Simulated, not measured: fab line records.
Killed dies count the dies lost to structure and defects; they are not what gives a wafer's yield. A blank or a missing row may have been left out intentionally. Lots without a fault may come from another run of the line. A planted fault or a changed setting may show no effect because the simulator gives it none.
Lot-split experiment / flow sky130 / 5 lots, 23 wafers read, on a route of 708 steps

== THE SPLIT ITSELF ==
At SKY_CAPM_SPUTTER_02 (material TiN, target thk 200 nm, time 166.7 s), the setting timeS was moved away from the recipe's 166.7 s on 10 of the 23 wafers read, by -13.7% to -5.0%. The other wafers ran this setting at the recipe's value.

== FROM THE SPLIT TO THE READING: what the file shows between them, 6 steps ==
- SKY_CAPM_RS_MEAS_03: measures by four-point-probe
- SKY_CAPM_THK_MEAS_04: measures by xrf
- SKY_CAPM_COAT_07: resist thk 1140 nm (also split here: resistThkNm)
- SKY_CAPM_SOFTBAKE_08: time 60 s
- SKY_CAPM_EXPOSE_09: exposes mask CAPM, target cd 1000 nm
- SKY_CAPM_DEVELOP_11: develop time 60 s

== THE READING ==
oesProductAu, in a.u., at SKY_CAPM_METAL_ETCH_13 (etches TiN in Cl2/BCl3, stops on SiO2, target depth 220 nm, time 62.9 s). A value of 0.938 a.u. with a standard deviation of 0.0085 a.u. is what fault-free wafers of this fab line usually give.

wafer=L078.2; tool, chamber at the split=pvdSputter-03, -; timeS as run, s=166.7; against the recipe=recipe; oesProductAu, a.u.=0.949; against lot-mates on the recipe=-
wafer=L078.4; tool, chamber at the split=pvdSputter-03, -; timeS as run, s=166.7; against the recipe=recipe; oesProductAu, a.u.=0.936; against lot-mates on the recipe=-
wafer=L078.6; tool, chamber at the split=pvdSputter-03, -; timeS as run, s=166.7; against the recipe=recipe; oesProductAu, a.u.=0.944; against lot-mates on the recipe=-
wafer=L079.1; tool, chamber at the split=pvdSputter-04, -; timeS as run, s=155.8; against the recipe=-6.5%; oesProductAu, a.u.=0.888; against lot-mates on the recipe=-0.035
wafer=L079.2; tool, chamber at the split=pvdSputter-04, -; timeS as run, s=166.7; against the recipe=recipe; oesProductAu, a.u.=0.922; against lot-mates on the recipe=-
wafer=L079.3; tool, chamber at the split=pvdSputter-04, -; timeS as run, s=155.8; against the recipe=-6.5%; oesProductAu, a.u.=0.899; against lot-mates on the recipe=-0.024
wafer=L079.5; tool, chamber at the split=pvdSputter-04, -; timeS as run, s=155.8; against the recipe=-6.5%; oesProductAu, a.u.=0.894; against lot-mates on the recipe=-0.029
wafer=L079.6; tool, chamber at the split=pvdSputter-04, -; timeS as run, s=166.7; against the recipe=recipe; oesProductAu, a.u.=0.924; against lot-mates on the recipe=-
wafer=L081.1; tool, chamber at the split=pvdSputter-04, -; timeS as run, s=166.7; against the recipe=recipe; oesProductAu, a.u.=0.935; against lot-mates on the recipe=-
wafer=L081.2; tool, chamber at the split=pvdSputter-04, -; timeS as run, s=143.8; against the recipe=-13.7%; oesProductAu, a.u.=0.858; against lot-mates on the recipe=-0.079
wafer=L081.3; tool, chamber at the split=pvdSputter-04, -; timeS as run, s=143.8; against the recipe=-13.7%; oesProductAu, a.u.=0.867; against lot-mates on the recipe=-0.070
wafer=L081.5; tool, chamber at the split=pvdSputter-04, -; timeS as run, s=166.7; against the recipe=recipe; oesProductAu, a.u.=0.932; against lot-mates on the recipe=-
wafer=L081.6; tool, chamber at the split=pvdSputter-04, -; timeS as run, s=166.7; against the recipe=recipe; oesProductAu, a.u.=0.944; against lot-mates on the recipe=-
wafer=L082.1; tool, chamber at the split=pvdSputter-03, -; timeS as run, s=158.4; against the recipe=-5.0%; oesProductAu, a.u.=0.913; against lot-mates on the recipe=-0.024
wafer=L082.3; tool, chamber at the split=pvdSputter-03, -; timeS as run, s=166.7; against the recipe=recipe; oesProductAu, a.u.=0.939; against lot-mates on the recipe=-
wafer=L082.4; tool, chamber at the split=pvdSputter-03, -; timeS as run, s=166.7; against the recipe=recipe; oesProductAu, a.u.=0.936; against lot-mates on the recipe=-
wafer=L082.5; tool, chamber at the split=pvdSputter-03, -; timeS as run, s=158.4; against the recipe=-5.0%; oesProductAu, a.u.=0.915; against lot-mates on the recipe=-0.022
wafer=L082.6; tool, chamber at the split=pvdSputter-03, -; timeS as run, s=158.4; against the recipe=-5.0%; oesProductAu, a.u.=0.923; against lot-mates on the recipe=-0.014
wafer=L084.1; tool, chamber at the split=pvdSputter-04, -; timeS as run, s=153.4; against the recipe=-8.0%; oesProductAu, a.u.=0.888; against lot-mates on the recipe=-0.048
wafer=L084.2; tool, chamber at the split=pvdSputter-04, -; timeS as run, s=166.7; against the recipe=recipe; oesProductAu, a.u.=0.928; against lot-mates on the recipe=-
wafer=L084.3; tool, chamber at the split=pvdSputter-04, -; timeS as run, s=153.4; against the recipe=-8.0%; oesProductAu, a.u.=0.893; against lot-mates on the recipe=-0.043
wafer=L084.5; tool, chamber at the split=pvdSputter-04, -; timeS as run, s=166.7; against the recipe=recipe; oesProductAu, a.u.=0.937; against lot-mates on the recipe=-
wafer=L084.6; tool, chamber at the split=pvdSputter-04, -; timeS as run, s=166.7; against the recipe=recipe; oesProductAu, a.u.=0.943; against lot-mates on the recipe=-

FIT RESULTS
A straight line over all 23 wafers: oesProductAu changes by +0.00549 a.u. for each +1% of timeS; r = +0.95; the points scatter about the line by 0.0078 a.u.
The same after taking each lot's own level away (the mean of its wafers on the recipe; 23 wafers): +0.00527 a.u. for each +1%; r = +0.97; scatter 0.0055 a.u.
Per that fit: largest timeS move, reading shift of 0.072 a.u.
Measured against the standard deviation above, the lots' own levels, which go from 0.9230 to 0.9430 a.u., span 2.4 times it.
Consequently the slope shifts little with the lot-to-lot level, the two slopes agreeing.
Check: -0.0684 a.u. against its lot-mates is what the line predicts for one of the wafers moved furthest among these (-13.7%) when that wafer is left out of the fit. It came out at -0.079 a.u. against them.

== OTHER SPLITS ON THESE WAFERS ==
Before the reading, these wafers also passed through other splits. Each is held against what the fit with the lots' levels taken away leaves over:
other split on the same wafers=SKY_METAL1_COAT_10 resistThkNm; wafers away from the commonest value=5; r with oesProductAu (lot level and that fit taken away)=-0.11
other split on the same wafers=SKY_METAL2_SPUTTER_01 powerW; wafers away from the commonest value=9; r with oesProductAu (lot level and that fit taken away)=-0.19
other split on the same wafers=SKY_METAL2_SPUTTER_04 powerW; wafers away from the commonest value=8; r with oesProductAu (lot level and that fit taken away)=-0.01
other split on the same wafers=SKY_VIA2_HDPCVD_00 timeS; wafers away from the commonest value=6; r with oesProductAu (lot level and that fit taken away)=+0.08
other split on the same wafers=SKY_CAPM_COAT_07 resistThkNm; wafers away from the commonest value=10; r with oesProductAu (lot level and that fit taken away)=+0.17

== THE WHOLE CHAIN: every reading that the file lists as answering this split, in the file's order ==
step=SKY_CAPM_SPUTTER_02; what it does=material TiN, target thk 200 nm, time 166.7 s; reading=TiN_of_CAPM_SPUTTER_02.thkNm (the simulator's own value, which no gauge read); change (the file's fit)=+1.97 nm for each +1% of the setting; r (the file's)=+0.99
step=SKY_CAPM_RS_MEAS_03; what it does=measures by four-point-probe; reading=CAPM_TIN_RS; change (the file's fit)=-0.0806 for each +1% of the setting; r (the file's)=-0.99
step=SKY_CAPM_THK_MEAS_04; what it does=measures by xrf; reading=CAPM_TIN_THK; change (the file's fit)=+1.93 for each +1% of the setting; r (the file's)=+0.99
step=SKY_CAPM_METAL_ETCH_13; what it does=etches TiN in Cl2/BCl3, stops on SiO2, target depth 220 nm, time 62.9 s; reading=oesProductAu; change (the file's fit)=+0.00522 a.u. for each +1% of the setting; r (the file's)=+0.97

== THE FILE'S OWN FIT ==
oesProductAu changes by +0.00522 a.u. for each +1% of timeS, r = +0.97.
